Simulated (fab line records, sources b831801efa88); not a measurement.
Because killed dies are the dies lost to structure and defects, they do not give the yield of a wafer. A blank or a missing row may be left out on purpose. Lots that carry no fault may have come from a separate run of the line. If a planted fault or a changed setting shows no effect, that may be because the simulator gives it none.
Which tool did it? || flow sky130 || 32 wafers from 11 lots sampled at 4 of the route's 708 steps

WHAT THE GAUGES READ, wafer by wafer
SKY_VIA3_THK_MEAS_01.
{"lot": "L424", "measured": "day 38 04:13", "on": "film_metro-04", "VIA3_HDPCVD_THK (nm)": "1637 1651 1639"}
{"lot": "L425", "measured": "day 38 20:11", "on": "film_metro-02", "VIA3_HDPCVD_THK (nm)": "1630 1636 1614"}
{"lot": "L428", "measured": "day 39 18:14", "on": "film_metro-01", "VIA3_HDPCVD_THK (nm)": "1613 1628 1615"}
{"lot": "L429", "measured": "day 40 04:26", "on": "film_metro-01", "VIA3_HDPCVD_THK (nm)": "1596 1618 1623"}
{"lot": "L432", "measured": "day 41 03:56", "on": "film_metro-01", "VIA3_HDPCVD_THK (nm)": "1652 1655 1620"}
{"lot": "L433", "measured": "day 41 05:17", "on": "film_metro-04", "VIA3_HDPCVD_THK (nm)": "1638 1645 1644"}
{"lot": "L437", "measured": "day 42 12:22", "on": "film_metro-02", "VIA3_HDPCVD_THK (nm)": "1607 1637 1625"}
{"lot": "L440", "measured": "day 43 14:07", "on": "film_metro-01", "VIA3_HDPCVD_THK (nm)": "1624 1554"}
{"lot": "L441", "measured": "day 43 17:55", "on": "film_metro-02", "VIA3_HDPCVD_THK (nm)": "1580 1649 1585"}
{"lot": "L446", "measured": "day 45 04:43", "on": "film_metro-02", "VIA3_HDPCVD_THK (nm)": "1642 1657 1644"}
{"lot": "L447", "measured": "day 45 07:42", "on": "film_metro-04", "VIA3_HDPCVD_THK (nm)": "1640 1635 1640"}

EACH LOT AND THE TOOL THAT RAN IT (in order: tool; ch and the chambers of the sampled wafers; start)
{"lot": "L424", "SKY_METAL3_SPUTTER_01": "pvd_sputter-04, day 35 22:04", "SKY_METAL3_ETCH_16": "rie_metal-04 ch 1, day 38 02:53", "SKY_VIA3_HDPCVD_00": "hdpcvd-02 ch 0,1, day 38 04:02"}
{"lot": "L425", "SKY_METAL3_SPUTTER_01": "pvd_sputter-04, day 36 15:26", "SKY_METAL3_ETCH_16": "rie_metal-02 ch 0,1, day 38 19:07", "SKY_VIA3_HDPCVD_00": "hdpcvd-01 ch 0,1, day 38 20:01"}
{"lot": "L428", "SKY_METAL3_SPUTTER_01": "pvd_sputter-04, day 37 13:38", "SKY_METAL3_ETCH_16": "rie_metal-04 ch 0,1, day 39 16:58", "SKY_VIA3_HDPCVD_00": "hdpcvd-02 ch 0,1,2, day 39 18:04"}
{"lot": "L429", "SKY_METAL3_SPUTTER_01": "pvd_sputter-04, day 38 00:25", "SKY_METAL3_ETCH_16": "rie_metal-01 ch 0, day 40 03:17", "SKY_VIA3_HDPCVD_00": "hdpcvd-02 ch 0,1,2, day 40 04:16"}
{"lot": "L432", "SKY_METAL3_SPUTTER_01": "pvd_sputter-02, day 39 00:10", "SKY_METAL3_ETCH_16": "rie_metal-01 ch 0, day 41 02:42", "SKY_VIA3_HDPCVD_00": "hdpcvd-01 ch 0,1,2, day 41 03:46"}
{"lot": "L433", "SKY_METAL3_SPUTTER_01": "pvd_sputter-02, day 39 03:17", "SKY_METAL3_ETCH_16": "rie_metal-01 ch 0, day 41 04:08", "SKY_VIA3_HDPCVD_00": "hdpcvd-01 ch 0,1, day 41 05:07"}
{"lot": "L437", "SKY_METAL3_SPUTTER_01": "pvd_sputter-02, day 40 10:44", "SKY_METAL3_ETCH_16": "rie_metal-04 ch 0,1, day 42 11:16", "SKY_VIA3_HDPCVD_00": "hdpcvd-02 ch 0,1, day 42 12:11"}
{"lot": "L440", "SKY_METAL3_SPUTTER_01": "pvd_sputter-02, day 41 11:38", "SKY_METAL3_ETCH_16": "rie_metal-01 ch 0,1, day 43 13:05", "SKY_VIA3_HDPCVD_00": "hdpcvd-02 ch 0,2, day 43 13:59"}
{"lot": "L441", "SKY_METAL3_SPUTTER_01": "pvd_sputter-04, day 41 17:46", "SKY_METAL3_ETCH_16": "rie_metal-04 ch 0,1, day 43 16:52", "SKY_VIA3_HDPCVD_00": "hdpcvd-02 ch 1,2, day 43 17:45"}
{"lot": "L446", "SKY_METAL3_SPUTTER_01": "pvd_sputter-01, day 43 06:41", "SKY_METAL3_ETCH_16": "rie_metal-04 ch 0,1, day 45 03:28", "SKY_VIA3_HDPCVD_00": "hdpcvd-01 ch 0,2, day 45 04:32"}
{"lot": "L447", "SKY_METAL3_SPUTTER_01": "pvd_sputter-04, day 43 08:55", "SKY_METAL3_ETCH_16": "rie_metal-01 ch 0, day 45 06:23", "SKY_VIA3_HDPCVD_00": "hdpcvd-01 ch 0,1, day 45 07:31"}
- SKY_METAL3_SPUTTER_01: material TiN, target thk 20 nm, time 16.7 s.
- SKY_METAL3_ETCH_16: etches BARC in N2/H2, stops on SiO2, time 88.2 s, target depth 60 nm.
- SKY_VIA3_HDPCVD_00: deposits SiO2, target thk 1635 nm, time 272.5 s.

THE ANSWER, worked out from the rows above alone
Rule: the usual values come from the lots themselves. The widest of any qualifying gaps counts: lots, ordered by their means at a reading, are off when they make up no more than a third of the lots, leave a main group of 4 or more, and stand apart from it by 3 or more times the standard deviation of that group's means. The tables above print the reading to a certain number of digits; a main group whose means all agree to those digits is not used. Also off: a lot with no number at a reading for which 4 or more lots have one. All remaining lots with rows at the step are treated as sound.
Across all readings shown, no lot is off: no conclusion can be drawn from this.

WHAT THE SIMULATOR PUT IN
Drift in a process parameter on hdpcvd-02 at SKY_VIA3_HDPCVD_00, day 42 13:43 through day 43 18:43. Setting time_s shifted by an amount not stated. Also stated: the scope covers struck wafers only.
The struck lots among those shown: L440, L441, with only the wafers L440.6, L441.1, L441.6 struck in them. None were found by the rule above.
